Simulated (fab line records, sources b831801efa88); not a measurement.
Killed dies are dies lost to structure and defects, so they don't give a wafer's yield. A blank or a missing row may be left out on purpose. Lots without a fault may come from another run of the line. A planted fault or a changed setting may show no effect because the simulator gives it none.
A struck lot beside a sound one | flow sky130 | 16 steps out of a route of 708
Sound: wafers L634.2, L634.3, L634.5. Struck: wafer L643.6. (L643.4 of the same lot was not struck and is left out.) The cause comes at the end.
At each step with rows: each side's tool, then ch and its chambers, then its first start. Under that, the readings that differ: sound wafers | struck wafers | difference of the means | sigmas: that difference in standard deviations of wafers without a fault.
alike: readings whose means differ by less than 2 such deviations, and words and numbers that are the same on both sides. not compared: withheld readings, readings that some wafer has no value for, bounds like >300 that may hide the same value, and numbers for which the record gives no deviation and whose values overlap.
The two part at a step that has a row with sigmas, a row that says differs or no value, or rows on one side only. Numbers that don't overlap but have no deviation are shown without sigmas and don't part them. A reading that every wafer of one side lacks parts them only if that side has two wafers or more.

first, 2 steps without rows for these wafers: SKY_VT_ADJUST_PCH_PEB_05; SKY_VT_ADJUST_PCH_DEVELOP_06 (develop time 60 s).
SKY_VT_ADJUST_PCH_OVL_MEAS_07:
  sound on overlay-01, day 10 14:13; struck on overlay-01, day 13 23:59
  reading                | sound          | struck | difference | sigmas
  VT_ADJUST_PCH_OVL (nm) | -1.2 -2.9 -0.6 | 2.7    | +4.3       | +3
then, 1 step without rows for these wafers: SKY_VT_ADJUST_PCH_IMPLANT_08.
SKY_VT_ADJUST_PCH_STRIP_09: strips in O2/N2.
  sound on plasma_asher-01 ch 0,1, day 10 14:24; struck on plasma_asher-01 ch 1, day 14 00:12
  alike: drypump_motor_current_A, oes_product_au, strip_time_to_endpoint_s
  not compared: rf_hours_counter_h
SKY_VT_ADJUST_PCH_TW_MEAS_10:
  sound on film_metro-02, day 10 14:31; struck on film_metro-01, day 14 00:17
  alike: VT_ADJUST_PCH_TW
then, 6 steps without rows for these wafers: SKY_SONOS_TUNNEL_DEHYDRATE_00 (time 60 s); SKY_SONOS_TUNNEL_HMDS_01 (prime time 60 s); SKY_SONOS_TUNNEL_COAT_02 (resist thk 1140 nm); SKY_SONOS_TUNNEL_SOFTBAKE_03 (time 60 s); SKY_SONOS_TUNNEL_EXPOSE_04 (exposes mask TUNM, target cd 410 nm); SKY_SONOS_TUNNEL_PEB_05.
SKY_SONOS_TUNNEL_DEVELOP_06: develop time 60 s.
  sound on litho_track-03 ch 0, day 11 13:43; struck on litho_track-01 ch 0, day 15 01:25
  alike: exhaust_pa
SKY_SONOS_TUNNEL_CD_MEAS_07: target cd 410 nm.
  sound on cd_sem-02, day 11 13:51; struck on cd_sem-02, day 15 01:34
  reading    | sound             | struck | difference | sigmas
  cd_nm (nm) | 412.4 411.5 412.0 | 420.1  | +8.1       | +4
SKY_SONOS_TUNNEL_OVL_MEAS_08:
  sound on overlay-01, day 11 13:58; struck on overlay-02, day 15 01:38
  alike: SONOS_TUNNEL_OVL
then, 1 step without rows for these wafers: SKY_PAD_OPEN_PROBE_99.

WHERE THEY PART
First at SKY_VT_ADJUST_PCH_OVL_MEAS_07; last, within this record, at SKY_SONOS_TUNNEL_CD_MEAS_07. Later steps at which nothing parts them and some readings are alike: SKY_SONOS_TUNNEL_OVL_MEAS_08.

WHY: what the simulator had put in
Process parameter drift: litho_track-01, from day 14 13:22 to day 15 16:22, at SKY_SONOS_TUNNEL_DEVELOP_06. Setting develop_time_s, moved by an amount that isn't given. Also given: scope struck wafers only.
